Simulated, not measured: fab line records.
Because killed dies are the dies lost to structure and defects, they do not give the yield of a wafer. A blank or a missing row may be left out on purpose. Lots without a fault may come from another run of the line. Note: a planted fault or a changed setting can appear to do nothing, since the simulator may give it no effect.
fab line records + flow sky130
record:
- lots: 6
- wafers: 18
- last_day: 50
route steps=708 shown VIA2@521 METAL3@532 PAD_OPEN@708
lots that met no fault: from a run of the same line without faults
start_h: hours from the record's first day to the start of the lot's first wafer shown + wait_h: how many hours have passed since the lot's step before this one + " the same as in the row above + L1.1+2: a row that stands for several wafers + - no value, or no start was given + * or withheld: withheld + < > ~ a bound
route shown NAME@n: a module of which the file shows steps, and the number in the route of the first + usual: mean/standard deviation taken from wafers without a fault + same: alike in all rows + chamber/n: place in a boat + sites: readings site by site + _std_site: standard deviation of those values + _edge_site: inner sites' mean taken away from outer sites' mean + radius_mm: for every site, how far away it sits from the centre of the wafer + mask NAME#n: copy n + behind: the most recent tool/chamber to have shaped the wafer + hold: reason for holding the lot/hours on hold/outcome of the hold + device: whichever transistor did not switch (one of n, p or np) + end of line: the tests these same wafers got at the end of their route + step lacking rows: just its recipe + killed: not the wafer's yield, but the dies lost to structure and defects at the first sort + map: a wafer's dies, x killed, . not, _ none there
set.NAME: the run value of the setting; set.NAME@STEP: its run value at that earlier step + model.NAME: the simulator's own value behind a step, which no gauge read
lots at selected steps of the route; one table per step, one row per wafer
services: the hour from which a tool's chamber was out of use, counted from the record's first day as start_h (under 0 if before that day), plus the number of hours and why
== steps ==
step: SKY_VIA2_ETCH_14
recipe:
- chemistry: N2/H2
- target: BARC
- ion_energy_ev: 200
- source_w: 500
- bias_w: 100
- pressure_mtorr: 30
- n2_flow_sccm: 100
- h2_flow_sccm: 200
- stop_on: SiO2
- time_s: 45.9
- target_depth_a: 600
usual:
- drypump_motor_current_A: 5.7/0.48
- h2_flow_sccm: 200.0/0.59
- oes_product_au: 0.855/0.0048
- rf_fwd_power_W: 494.0/2.2
- throttle_valve_pct: 13.225/0.0087
| lot.wafer | tool        | chamber | start_h | wait_h | drypump_motor_current_A | h2_flow_sccm | oes_product_au | rf_fwd_power_W | rf_hours_counter_h | throttle_valve_pct |
|-----------|-------------|---------|---------|--------|-------------------------|--------------|----------------|----------------|--------------------|--------------------|
| L912.4    | rie_diel-03 | 0       | 939.80  | 0.0    | 5.7                     | 199.1        | 0.856          | 495.5          | 3                  | 13.241             |
| L912.5    | "           | 2       | "       | "      | 6.2                     | 199.9        | 0.854          | 492.3          | -                  | 13.240             |
| L912.6    | "           | 3       | "       | "      | 5.2                     | 199.6        | 0.859          | 491.2          | -                  | 13.236             |
| L913.2    | rie_diel-03 | 1       | 945.58  | 0.0    | 6.7                     | 200.7        | 0.854          | 495.6          | 21                 | 13.230             |
| L913.4    | "           | 3       | "       | "      | 5.3                     | 199.8        | 0.854          | 492.2          | 24                 | 13.221             |
| L913.5    | "           | 3       | "       | "      | 5.3                     | 200.4        | 0.863          | 487.9          | -                  | 13.223             |
| L919.4    | rie_diel-02 | 0       | 974.88  | 0.0    | 5.2                     | 200.3        | 0.858          | 493.8          | 7                  | 13.235             |
| L919.5    | "           | 1       | "       | "      | 6.1                     | 200.6        | 0.850          | 492.5          | -                  | 13.227             |
| L919.6    | "           | 2       | "       | "      | 5.1                     | 200.1        | 0.853          | 490.5          | -                  | 13.224             |
| L920.1    | rie_diel-04 | 3       | 975.15  | 0.0    | 5.6                     | 200.8        | 0.862          | 498.9          | 11                 | 13.236             |
| L920.3    | "           | 1       | "       | "      | 6.2                     | 199.5        | 0.860          | 495.5          | 14                 | 13.209             |
| L920.5    | "           | 2       | "       | "      | 5.6                     | 200.9        | 0.843          | 491.2          | -                  | 13.232             |
| L924.1    | rie_diel-04 | 3       | 1017.98 | 0.0    | 5.5                     | 199.8        | 0.849          | 496.0          | 12                 | 13.214             |
| L924.2    | "           | 0       | "       | "      | 5.3                     | 198.9        | 0.869          | 494.1          | 16                 | 13.231             |
| L924.6    | "           | 0       | "       | "      | 5.3                     | 199.8        | 0.854          | 495.9          | -                  | 13.207             |
| L927.2    | rie_diel-02 | 1       | 1021.03 | 0.0    | 6.1                     | 199.9        | 0.847          | 493.5          | 22                 | 13.225             |
| L927.3    | "           | 0       | "       | "      | 5.1                     | 199.4        | 0.852          | 497.2          | 9                  | 13.218             |
| L927.6    | "           | 0       | "       | "      | 5.1                     | 199.8        | 0.853          | 498.2          | -                  | 13.233             |
step: SKY_VIA2_ETCH_15
recipe:
- target: SiO2
- chemistry: C4F8/O2/Ar
- target_depth_nm: 546
- stop_on: TiN
- mask_material: KrF-thick
- source_w: 1500
- bias_w: 1200
- pressure_mtorr: 40
- c4f8_flow_sccm: withheld
- O2_flow_sccm: 6
- Ar_flow_sccm: 300
- time_s: 84
usual:
- oes_product_au: 0.939/0.004
- rf_fwd_power_W: 1489/5.6
| lot.wafer | tool        | chamber | start_h | wait_h | oes_product_au | rf_fwd_power_W | rf_hours_counter_h |
|-----------|-------------|---------|---------|--------|----------------|----------------|--------------------|
| L912.4    | rie_diel-03 | 0       | 939.84  | 0.0    | 0.931          | 1494           | 3                  |
| L912.5    | "           | 2       | "       | "      | 0.938          | 1487           | -                  |
| L912.6    | "           | 3       | "       | "      | 0.941          | 1492           | -                  |
| L913.2    | rie_diel-03 | 1       | 945.62  | 0.0    | 0.933          | 1484           | 21                 |
| L913.4    | "           | 3       | "       | "      | 0.938          | 1473           | 24                 |
| L913.5    | "           | 3       | "       | "      | 0.942          | 1477           | -                  |
| L919.4    | rie_diel-02 | 0       | 974.92  | 0.0    | 0.938          | 1490           | 7                  |
| L919.5    | "           | 1       | "       | "      | 0.936          | 1485           | -                  |
| L919.6    | "           | 2       | "       | "      | 0.938          | 1488           | -                  |
| L920.1    | rie_diel-04 | 3       | 975.19  | 0.0    | 0.939          | 1494           | 11                 |
| L920.3    | "           | 1       | "       | "      | 0.942          | 1493           | 14                 |
| L920.5    | "           | 2       | "       | "      | 0.943          | 1493           | -                  |
| L924.1    | rie_diel-04 | 3       | 1018.02 | 0.0    | 0.934          | 1493           | 12                 |
| L924.2    | "           | 0       | "       | "      | 0.944          | 1498           | 16                 |
| L924.6    | "           | 0       | "       | "      | 0.947          | 1488           | -                  |
| L927.2    | rie_diel-02 | 1       | 1021.07 | 0.0    | 0.938          | 1488           | 22                 |
| L927.3    | "           | 0       | "       | "      | 0.937          | 1489           | 9                  |
| L927.6    | "           | 0       | "       | "      | 0.938          | 1494           | -                  |
step: SKY_VIA2_STRIP_16
recipe:
- chemistry: O2/N2
- power_w: 1400
- pressure_mtorr: 1500
- platen_temp_c: withheld
- o2_flow_sccm: 3000
- n2_flow_sccm: 300
- overash_fraction: 0.5
step: SKY_VIA2_STRIP_17
recipe:
- chemistry: post_etch_residue_remover
- time_s: 1200
- temp_c: 72.5
step: SKY_VIA2_CLEAN_18
recipe:
- chemistry: IPA
- time_s: 180
- temp_c: 25
step: SKY_VIA2_CLEAN_19
recipe:
- chemistry: O3/DIW
- dry: n2_spin
step: SKY_VIA2_SPUTTER_20
recipe:
- material: TiN
- target_thk_nm: 20
- chamber_pressure_pa: 5
- power_w: 4000
- time_s: 80
usual:
- throttle_valve_pct: 29.7/0.98
| lot.wafer | tool           | chamber | start_h | wait_h | throttle_valve_pct |
|-----------|----------------|---------|---------|--------|--------------------|
| L912.4    | pvd_sputter-01 | -       | 940.50  | 0.0    | 29.2               |
| L912.5    | "              | -       | "       | "      | 30.6               |
| L912.6    | "              | -       | "       | "      | 30.7               |
| L913.2    | pvd_sputter-03 | -       | 946.27  | 0.0    | 29.2               |
| L913.4    | "              | -       | "       | "      | 26.5               |
| L913.5    | "              | -       | "       | "      | 26.6               |
| L919.4    | pvd_sputter-01 | -       | 975.61  | 0.0    | 29.1               |
| L919.5    | "              | -       | "       | "      | 30.7               |
| L919.6    | "              | -       | "       | "      | 29.4               |
| L920.1    | pvd_sputter-03 | -       | 975.89  | 0.0    | 30.8               |
| L920.3    | "              | -       | "       | "      | 30.1               |
| L920.5    | "              | -       | "       | "      | 29.5               |
| L924.1    | pvd_sputter-03 | -       | 1018.67 | 0.0    | 30.2               |
| L924.2    | "              | -       | "       | "      | 26.7               |
| L924.6    | "              | -       | "       | "      | 29.1               |
| L927.2    | pvd_sputter-01 | -       | 1021.79 | 0.0    | 29.1               |
| L927.3    | "              | -       | "       | "      | 30.9               |
| L927.6    | "              | -       | "       | "      | 28.9               |
step: SKY_VIA2_CVD_21
recipe:
- material: W
- target_thk_nm: 420
- time_s: 126.4
- temp_c: 400
- pressure_torr: 40
usual:
- heater_power_w: 970/42
- susceptor_temp_C: 400.01/0.21
| lot.wafer | tool     | chamber | start_h | wait_h | heater_power_w | susceptor_temp_C |
|-----------|----------|---------|---------|--------|----------------|------------------|
| L912.4    | cvd_w-01 | 1       | 940.61  | 0.1    | 986            | 400.15           |
| L912.5    | "        | 1       | "       | "      | 984            | 400.14           |
| L912.6    | "        | 0       | "       | "      | 986            | 400.12           |
| L913.2    | cvd_w-01 | 0       | 946.33  | 0.0    | 986            | 399.93           |
| L913.4    | "        | 0       | "       | "      | 977            | 399.76           |
| L913.5    | "        | 0       | "       | "      | 989            | 399.95           |
| L919.4    | cvd_w-02 | 1       | 975.71  | 0.1    | 887            | 400.11           |
| L919.5    | "        | 1       | "       | "      | 885            | 399.83           |
| L919.6    | "        | 0       | "       | "      | 966            | 400.39           |
| L920.1    | cvd_w-01 | 1       | 975.96  | 0.0    | 995            | 399.69           |
| L920.3    | "        | 1       | "       | "      | 987            | 399.89           |
| L920.5    | "        | 0       | "       | "      | 1019           | 400.12           |
| L924.1    | cvd_w-01 | 1       | 1018.73 | 0.0    | 953            | 399.94           |
| L924.2    | "        | 0       | "       | "      | 979            | 400.39           |
| L924.6    | "        | 1       | "       | "      | 1026           | 400.12           |
| L927.2    | cvd_w-02 | 1       | 1021.85 | 0.0    | 889            | 399.90           |
| L927.3    | "        | 0       | "       | "      | 949            | 399.88           |
| L927.6    | "        | 0       | "       | "      | 960            | 399.86           |
step: SKY_VIA2_RS_MEAS_22
recipe:
- thk_meas_gauge: four-point-probe
- reads: W_of_VIA2_CVD_21+TiN_of_VIA2_SPUTTER_20
usual:
- VIA2_W_RS: 0.272/0.0034
| lot.wafer | tool          | chamber | start_h | wait_h | VIA2_W_RS[ohm/sq] |
|-----------|---------------|---------|---------|--------|-------------------|
| L912.4    | film_metro-01 | -       | 940.75  | 0.1    | 0.270             |
| L912.5    | "             | -       | "       | "      | 0.268             |
| L912.6    | "             | -       | "       | "      | 0.272             |
| L913.2    | film_metro-01 | -       | 946.48  | 0.1    | 0.273             |
| L913.4    | "             | -       | "       | "      | 0.272             |
| L913.5    | "             | -       | "       | "      | 0.269             |
| L919.4    | film_metro-04 | -       | 975.86  | 0.1    | 0.276             |
| L919.5    | "             | -       | "       | "      | 0.273             |
| L919.6    | "             | -       | "       | "      | 0.273             |
| L920.1    | film_metro-02 | -       | 976.09  | 0.1    | 0.267             |
| L920.3    | "             | -       | "       | "      | 0.268             |
| L920.5    | "             | -       | "       | "      | 0.272             |
| L924.1    | film_metro-01 | -       | 1018.86 | 0.1    | 0.273             |
| L924.2    | "             | -       | "       | "      | 0.272             |
| L924.6    | "             | -       | "       | "      | 0.274             |
| L927.2    | film_metro-04 | -       | 1022.00 | 0.1    | 0.273             |
| L927.3    | "             | -       | "       | "      | 0.275             |
| L927.6    | "             | -       | "       | "      | 0.274             |
step: SKY_VIA2_THK_MEAS_23
recipe:
- thk_meas_gauge: xrf
- reads: W_of_VIA2_CVD_21
usual:
- VIA2_W_THK: 412/6.4
| lot.wafer | tool          | chamber | start_h | wait_h | VIA2_W_THK[nm] |
|-----------|---------------|---------|---------|--------|----------------|
| L912.4    | film_metro-01 | -       | 940.84  | 0.1    | 420            |
| L912.5    | "             | -       | "       | "      | 422            |
| L912.6    | "             | -       | "       | "      | 416            |
| L913.2    | film_metro-01 | -       | 946.59  | 0.1    | 416            |
| L913.4    | "             | -       | "       | "      | 415            |
| L913.5    | "             | -       | "       | "      | 421            |
| L919.4    | film_metro-04 | -       | 975.95  | 0.1    | 409            |
| L919.5    | "             | -       | "       | "      | 413            |
| L919.6    | "             | -       | "       | "      | 416            |
| L920.1    | film_metro-02 | -       | 976.21  | 0.1    | 414            |
| L920.3    | "             | -       | "       | "      | 413            |
| L920.5    | "             | -       | "       | "      | 406            |
| L924.1    | film_metro-01 | -       | 1018.98 | 0.1    | 401            |
| L924.2    | "             | -       | "       | "      | 405            |
| L924.6    | "             | -       | "       | "      | 400            |
| L927.2    | film_metro-04 | -       | 1022.11 | 0.1    | 418            |
| L927.3    | "             | -       | "       | "      | 412            |
| L927.6    | "             | -       | "       | "      | 416            |
step: SKY_VIA2_CMP_24
recipe:
- stop_on: SiO2
- t_overpolish_s: 20
- down_force_psi: 3.5
- platen_rpm: 60
- target_thk_nm: 0
- pad_velocity_m_s: 0.94248
usual:
- motor_current_A: 10.9/0.86
- overpolish_run_s: 20.001/0.0088
- slurry_filter_dp_kPa: 13.50/0.14
- slurry_flow_ml_min: 150.0/0.44
- time_to_endpoint_s: 101/3.6
| lot.wafer | tool   | chamber | start_h | wait_h | motor_current_A | overpolish_run_s | slurry_filter_dp_kPa | slurry_flow_ml_min | time_to_endpoint_s |
|-----------|--------|---------|---------|--------|-----------------|------------------|----------------------|--------------------|--------------------|
| L912.4    | cmp-02 | 2       | 941.02  | 0.2    | 10.5            | 19.996           | 13.63                | 149.8              | 98                 |
| L912.6    | "      | 3       | "       | "      | 10.5            | 19.996           | 13.36                | 149.3              | 105                |
| L912.5    | "      | 0       | "       | "      | 9.6             | 19.991           | 13.65                | 150.4              | 103                |
| L913.4    | cmp-02 | 1       | 946.69  | 0.1    | 11.2            | 20.001           | 13.54                | 150.6              | 101                |
| L913.2    | "      | 3       | "       | "      | 10.4            | 19.996           | 13.64                | 149.4              | 101                |
| L913.5    | "      | 1       | "       | "      | 11.1            | 20.000           | 13.41                | 150.0              | 100                |
| L919.4    | cmp-01 | 2       | 976.08  | 0.1    | 12.3            | 20.007           | 13.44                | 149.5              | 96                 |
| L919.6    | "      | 0       | "       | "      | 12.3            | 19.990           | 13.41                | 150.4              | 106                |
| L919.5    | "      | 1       | "       | "      | 9.9             | 20.001           | 13.78                | 149.8              | 98                 |
| L920.1    | cmp-02 | 3       | 976.37  | 0.1    | 10.7            | 20.022           | 13.42                | 150.4              | 102                |
| L920.3    | "      | 0       | "       | "      | 10.4            | 20.005           | 13.41                | 150.7              | 104                |
| L920.5    | "      | 1       | "       | "      | 11.5            | 20.006           | 13.88                | 150.1              | 103                |
| L924.2    | cmp-02 | 1       | 1019.09 | 0.1    | 11.6            | 19.995           | 13.41                | 151.2              | 101                |
| L924.1    | "      | 2       | "       | "      | 10.6            | 19.998           | 13.25                | 150.2              | 99                 |
| L924.6    | "      | 1       | "       | "      | 11.9            | 19.993           | 13.79                | 150.5              | 105                |
| L927.3    | cmp-02 | 0       | 1022.16 | 0.0    | 9.6             | 20.005           | 13.42                | 150.4              | 100                |
| L927.2    | "      | 2       | "       | "      | 10.3            | 19.999           | 13.23                | 149.4              | 98                 |
| L927.6    | "      | 0       | "       | "      | 10.0            | 20.004           | 13.61                | 149.8              | 104                |
step: SKY_METAL3_SPUTTER_00
recipe:
- material: Ti
- target_thk_nm: 15
- power_w: 3000
- time_s: 10
- chamber_pressure_pa: 0.4
step: SKY_METAL3_SPUTTER_01
recipe:
- material: TiN
- target_thk_nm: 20
- power_w: 6500
- time_s: 16.7
- chamber_pressure_pa: 0.4
usual:
- throttle_valve_pct: 29.7/1.2
| lot.wafer | tool           | chamber | start_h | wait_h | throttle_valve_pct | model.TiN_of_METAL3_SPUTTER_01.thk_nm |
|-----------|----------------|---------|---------|--------|--------------------|---------------------------------------|
| L912.4    | pvd_sputter-04 | -       | 941.19  | 0.0    | 29.0               | 23.4                                  |
| L912.5    | "              | -       | "       | "      | 30.9               | 23.78                                 |
| L912.6    | "              | -       | "       | "      | 29.1               | 23.41                                 |
| L913.2    | pvd_sputter-04 | -       | 946.97  | 0.0    | 30.4               | 23.67                                 |
| L913.4    | "              | -       | "       | "      | 30.3               | 23.48                                 |
| L913.5    | "              | -       | "       | "      | 30.5               | 23.75                                 |
| L919.4    | pvd_sputter-02 | -       | 976.30  | 0.0    | 30.6               | 20.16                                 |
| L919.5    | "              | -       | "       | "      | 28.4               | 20.06                                 |
| L919.6    | "              | -       | "       | "      | 30.8               | 20.01                                 |
| L920.1    | pvd_sputter-03 | -       | 976.59  | 0.0    | 29.9               | 19.86                                 |
| L920.3    | "              | -       | "       | "      | 26.3               | 20.14                                 |
| L920.5    | "              | -       | "       | "      | 30.6               | 20.06                                 |
| L924.1    | pvd_sputter-03 | -       | 1019.37 | 0.0    | 29.1               | 19.94                                 |
| L924.2    | "              | -       | "       | "      | 29.8               | 19.86                                 |
| L924.6    | "              | -       | "       | "      | 30.3               | 19.76                                 |
| L927.2    | pvd_sputter-04 | -       | 1022.49 | 0.0    | 29.0               | 19.78                                 |
| L927.3    | "              | -       | "       | "      | 30.9               | 20.04                                 |
| L927.6    | "              | -       | "       | "      | 28.7               | 19.67                                 |
step: SKY_METAL3_SPUTTER_02
recipe:
- material: AlCu
- target_thk_nm: 735
- power_w: 10600
- time_s: 39.1
- chamber_pressure_pa: 0.4
step: SKY_PAD_OPEN_PROBE_99
usual:
- defect_limited_yield: 82.0/1.9
- killed_at_M0_to_M3: 46/6.7
- killed_at_M4_up: 3.3/2
- killed_at_contacts: 24/5.4
- killed_at_front_end: 15/4.3
- killed_at_other: 0.4/0.64
- killed_dies: 89/9.1
- killed_open: 48/7.2
- killed_short: 40/6.3
- sort_bin_3_pad_short: 0.9/0.42
- sort_bin_5_function: 10.8/1.5
- sort_bin_6_memory: 6.4/1.1
- sort_n_pass: 403/9.1
- sort_yield_pct: 82.0/1.9
same:
- gross_dies: 492
- killed_at_back_side: 0
- sort_bin_4_leakage[%]: 0
- sort_bin_8_speed[%]: 0
| lot.wafer | tool      | chamber | start_h | wait_h | defect_limited_yield[%] | killed_at_M0_to_M3 | killed_at_M4_up | killed_at_contacts | killed_at_front_end | killed_at_other | killed_dies | killed_open | killed_short | sort_bin_3_pad_short[%] | sort_bin_5_function[%] | sort_bin_6_memory[%] | sort_n_pass | sort_yield_pct[%] |
|-----------|-----------|---------|---------|--------|-------------------------|--------------------|-----------------|--------------------|---------------------|-----------------|-------------|-------------|--------------|-------------------------|------------------------|----------------------|-------------|-------------------|
| L912.4    | prober-02 | -       | 1152.25 | 0.2    | 81.7                    | 42                 | 3               | 26                 | 18                  | 1               | 90          | 56          | 34           | 0.8                     | 9.6                    | 7.9                  | 402         | 81.7              |
| L912.5    | prober-02 | -       | 1152.30 | 0.2    | 81.5                    | 46                 | 5               | 17                 | 22                  | 1               | 91          | 50          | 41           | 0.8                     | 11.2                   | 6.5                  | 401         | 81.5              |
| L912.6    | prober-02 | -       | 1152.35 | 0.2    | 82.5                    | 49                 | 2               | 26                 | 9                   | 0               | 86          | 51          | 35           | 1.2                     | 9.1                    | 7.1                  | 406         | 82.5              |
| L920.1    | prober-01 | -       | 1180.30 | 0.1    | 82.7                    | 45                 | 7               | 17                 | 15                  | 1               | 85          | 51          | 33           | 0.6                     | 10.8                   | 5.9                  | 407         | 82.7              |
| L920.3    | prober-01 | -       | 1180.40 | 0.2    | 84.3                    | 43                 | 2               | 25                 | 7                   | 0               | 77          | 45          | 31           | 0.2                     | 10.2                   | 5.3                  | 415         | 84.3              |
| L920.5    | prober-01 | -       | 1180.50 | 0.2    | 83.1                    | 52                 | 2               | 14                 | 15                  | 0               | 83          | 48          | 35           | 0.6                     | 9.8                    | 6.5                  | 409         | 83.1              |
killed by level:class
L912.4 VIA1:geometric_particle:open=12 POLY_GATE:geometric_particle:open=8 CONTACT:geometric_particle:open=7 LI_CONTACT:geometric_particle:open=6 CONTACT:geometric_particle:short=6 VIA3:geometric_particle:open=6 VIA2:geometric_particle:open=5 VIA1:geometric_particle:short=4
L912.5 FIELD_ISO:geometric_particle:open=10 VIA1:geometric_particle:open=9 VIA2:geometric_particle:open=8 CONTACT:geometric_particle:open=8 METAL1:geometric_particle:short=6 VIA2:geometric_particle:short=5 METAL2:geometric_particle:short=5 FIELD_ISO:geometric_particle:short=4
L912.6 CONTACT:geometric_particle:open=12 VIA1:geometric_particle:open=9 VIA2:geometric_particle:open=8 VIA3:geometric_particle:open=7 VIA1:geometric_particle:short=7 LI_CONTACT:geometric_particle:short=6 VIA2:geometric_particle:short=6 FIELD_ISO:geometric_particle:open=5
L920.1 VIA1:geometric_particle:open=13 VIA3:geometric_particle:open=8 LI_CONTACT:geometric_particle:open=7 CONTACT:geometric_particle:open=5 METAL1:geometric_particle:short=5 VIA2:geometric_particle:open=5 VIA3:geometric_particle:short=5 METAL4:geometric_particle:short=4
L920.3 LI_CONTACT:geometric_particle:open=12 VIA2:geometric_particle:open=9 VIA1:geometric_particle:open=9 CONTACT:geometric_particle:open=5 VIA3:geometric_particle:short=5 VIA1:geometric_particle:short=4 CONTACT:geometric_particle:short=3 METAL1:geometric_particle:short=3
L920.5 VIA1:geometric_particle:open=13 VIA3:geometric_particle:open=11 VIA1:geometric_particle:short=7 CONTACT:geometric_particle:open=6 METAL1:geometric_particle:short=6 FIELD_ISO:geometric_particle:open=4 POLY_GATE:geometric_particle:open=4 LI_CONTACT:geometric_particle:open=4
== services ==
| tool           | chamber | start_h | hours | kind                           |
|----------------|---------|---------|-------|--------------------------------|
| cvd_w-02       | 0       | 918.00  | -     | clean                          |
| cvd_w-02       | 1       | 918.00  | -     | clean                          |
| cmp-01         | -       | 919.72  | 4.0   | pm                             |
| cmp-01         | -       | 923.72  | -     | consumable_replace:conditioner |
| cmp-01         | -       | 923.72  | -     | consumable_replace:pad         |
| pvd_sputter-04 | -       | 927.74  | 6.3   | repair                         |
| rie_diel-04    | 2       | 927.78  | 2.6   | repair                         |
| pvd_sputter-03 | -       | 931.24  | 2.2   | repair                         |
| pvd_sputter-02 | 3       | 934.12  | -     | consumable_replace:kit         |
| pvd_sputter-02 | 3       | 934.12  | 18.0  | scheduled_down                 |
| pvd_sputter-02 | 3       | 934.12  | 18.0  | vent_cycle                     |
| rie_diel-04    | -       | 936.95  | 0.4   | repair                         |
| pvd_sputter-03 | -       | 937.18  | 2.4   | repair                         |
| cmp-01         | -       | 941.70  | 0.7   | repair                         |
| cvd_w-02       | -       | 946.05  | 14.6  | pm                             |
| cmp-01         | -       | 952.95  | 6.3   | pm                             |
| cmp-01         | -       | 968.12  | 1.2   | repair                         |
| rie_diel-04    | -       | 983.11  | 0.5   | repair                         |
| pvd_sputter-04 | 3       | 984.22  | -     | consumable_replace:kit         |
| pvd_sputter-04 | 3       | 984.22  | 18.0  | scheduled_down                 |
| pvd_sputter-04 | 3       | 984.22  | 18.0  | vent_cycle                     |
| rie_diel-04    | 0       | 990.20  | 7.2   | repair                         |
| cmp-01         | -       | 998.62  | 28.9  | repair                         |
| pvd_sputter-04 | -       | 1021.23 | 0.9   | repair                         |
== key ==
first_sign none at tools or gauges
model_effect:
- step: SKY_METAL3_SPUTTER_01
- value: TiN_of_METAL3_SPUTTER_01.thk_nm
- without: 19.48
- struck: 23.58
met_at SKY_METAL3_SPUTTER_01
struck_wafers L912.4,L912.5,L912.6,L913.2,L913.4,L913.5
also_fits SKY_VIA2_ETCH_14:rie_diel-03,SKY_VIA2_ETCH_15:rie_diel-03
fault:
- kind: process_parameter_drift
- tool: pvd_sputter-04
- chamber: -
- onset_h: 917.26
- steps: SKY_METAL3_SPUTTER_01
- channel: time_s
- offset: *
- shape: step
- end_h: 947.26
- acts_in: *
- stated: *
